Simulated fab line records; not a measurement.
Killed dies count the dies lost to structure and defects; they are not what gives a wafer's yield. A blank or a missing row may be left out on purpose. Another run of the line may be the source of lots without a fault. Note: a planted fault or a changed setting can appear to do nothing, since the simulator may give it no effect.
Comparing a struck lot with a sound one | flow sky130 | 29 out of 708 route steps
Sound: wafers L686.2, L686.4, L686.5. Struck: wafers L680.5, L680.6. The cause is named last.
For every step that has rows: the tool of each side, followed by ch and its chambers, followed by its first start. Under that, the readings that differ: sound wafers | struck wafers | difference of the means | sigmas: that difference in standard deviations of wafers without a fault.
alike: words and numbers the same on both sides, and readings whose means are apart by under 2 such deviations; not compared: readings that were withheld, readings missing a value for some wafer, numbers with overlapping values and no deviation given by the record, and bounds like >300 which may hide the same value.
The two part at a step that has a row with sigmas, a row that says differs or no value, or rows on one side only. Numbers that have no deviation but don't overlap get no sigmas and don't part them. A reading missing from all wafers of one side parts the sides only when that side holds two or more wafers.

first, 9 steps without rows for these wafers: SKY_METAL2_DEVELOP_14 (develop time 60 s); SKY_METAL2_DESCUM_17 (chemistry O2, time 8 s); SKY_METAL2_ETCH_18 (etches BARC in N2/H2, stops on SiO2, time 45.9 s, target depth 60 nm); SKY_METAL2_METAL_ETCH_19 (etches the open film in Cl2/BCl3, stops on SiO2, target depth 360 nm, time 78 s); SKY_METAL2_STRIP_20 (strips in O2/N2); SKY_METAL2_STRIP_21 (strips in post etch residue remover, time 1200 s); SKY_METAL2_CLEAN_22 (cleans in IPA, time 180 s); SKY_METAL2_CLEAN_23 (cleans in O3/DIW); SKY_VIA2_HDPCVD_00 (deposits SiO2, target thk 1180 nm, time 196.7 s).
SKY_VIA2_CMP_02: polishes SiO2.
  sound on cmp-02 ch 0,2,3, day 41 18:59; struck on cmp-01 ch 2,3, day 40 04:08
reading                                 | sound             | struck    | difference | sigmas
model.SiO2_of_VIA2_HDPCVD_00.thkNm (nm) | 493.9 495.1 494.3 | 730 739.2 | +240       | 
  alike: edgeZonePressureFrac, motorCurrentA, platenRpm, retainingRingPressureFrac
then, 9 steps without rows for these wafers: SKY_VIA2_DEHYDRATE_04 (time 60 s); SKY_VIA2_HMDS_05 (prime time 60 s); SKY_VIA2_COAT_06 (resist thk 60 nm); SKY_VIA2_COAT_07 (resist thk 450 nm); SKY_VIA2_SOFTBAKE_08 (time 90 s); SKY_VIA2_EXPOSE_09 (exposes mask VIM2, target cd 200 nm); SKY_VIA2_PEB_10; SKY_VIA2_DEVELOP_11 (develop time 60 s); SKY_VIA2_ETCH_14 (etches BARC in N2/H2, stops on SiO2, time 45.9 s, target depth 60 nm).
SKY_VIA2_ETCH_15: etches SiO2 in C4F8/O2/Ar, stops on TiN, target depth 546 nm, time 84 s.
  sound on rieDiel-04 ch 0,1,3, day 42 18:52; struck on rieDiel-04 ch 1,2, day 41 04:06
reading                        | sound             | struck      | difference | sigmas
oesProductAu (a.u.)            | 0.937 0.935 0.940 | 1.005 1.011 | +0.071     | +16
model.etch.depthNm (nm)        | 493.9 495.1 494.3 | 550.8 556   | +59.0      | 
model.VIA2.featureDepthNm (nm) | 493.9 495.1 494.3 | 550.8 556   | +59.0      | 
  alike: chamberPressureMTorr
  not compared: rfHoursCounterH
then, 6 steps without rows for these wafers: SKY_VIA2_STRIP_16 (strips in O2/N2); SKY_VIA2_STRIP_17 (strips in post etch residue remover, time 1200 s); SKY_VIA2_CLEAN_18 (cleans in IPA, time 180 s); SKY_VIA2_CLEAN_19 (cleans in O3/DIW); SKY_VIA2_SPUTTER_20 (material TiN, target thk 20 nm, time 80 s); SKY_VIA2_CVD_21 (deposits W, target thk 420 nm, time 126.4 s).
SKY_VIA2_CMP_24: polishes, stops on SiO2, t overpolish 20 s, target thk 0 nm.
  sound on cmp-01 ch 0,2,3, day 42 20:02; struck on cmp-02 ch 0,3, day 41 05:20
reading                                 | sound             | struck      | difference | sigmas
model.SiO2_of_VIA2_HDPCVD_00.thkNm (nm) | 489.5 490.7 489.9 | 725.6 734.8 | +240.2     | 
  alike: edgeZonePressureFrac, motorCurrentA, platenRpm, retainingRingPressureFrac
then, 1 step without rows for these wafers: SKY_METAL3_SPUTTER_00 (material Ti, target thk 15 nm, time 10 s).
-- the record jumps here: 8 days lie between the struck wafers' starts before and after (it left off in module METAL3 and takes up again in module PAD_OPEN, whose first step shown is number 708 of the route) --
SKY_PAD_OPEN_PROBE_99:
  the record has rows for the struck wafers here (prober-02, day 49 11:44) and none for the sound ones

== WHERE THEY PART ==
At SKY_VIA2_ETCH_15 first; at SKY_PAD_OPEN_PROBE_99 last (within this record only).

WHY: whatever the simulator had introduced
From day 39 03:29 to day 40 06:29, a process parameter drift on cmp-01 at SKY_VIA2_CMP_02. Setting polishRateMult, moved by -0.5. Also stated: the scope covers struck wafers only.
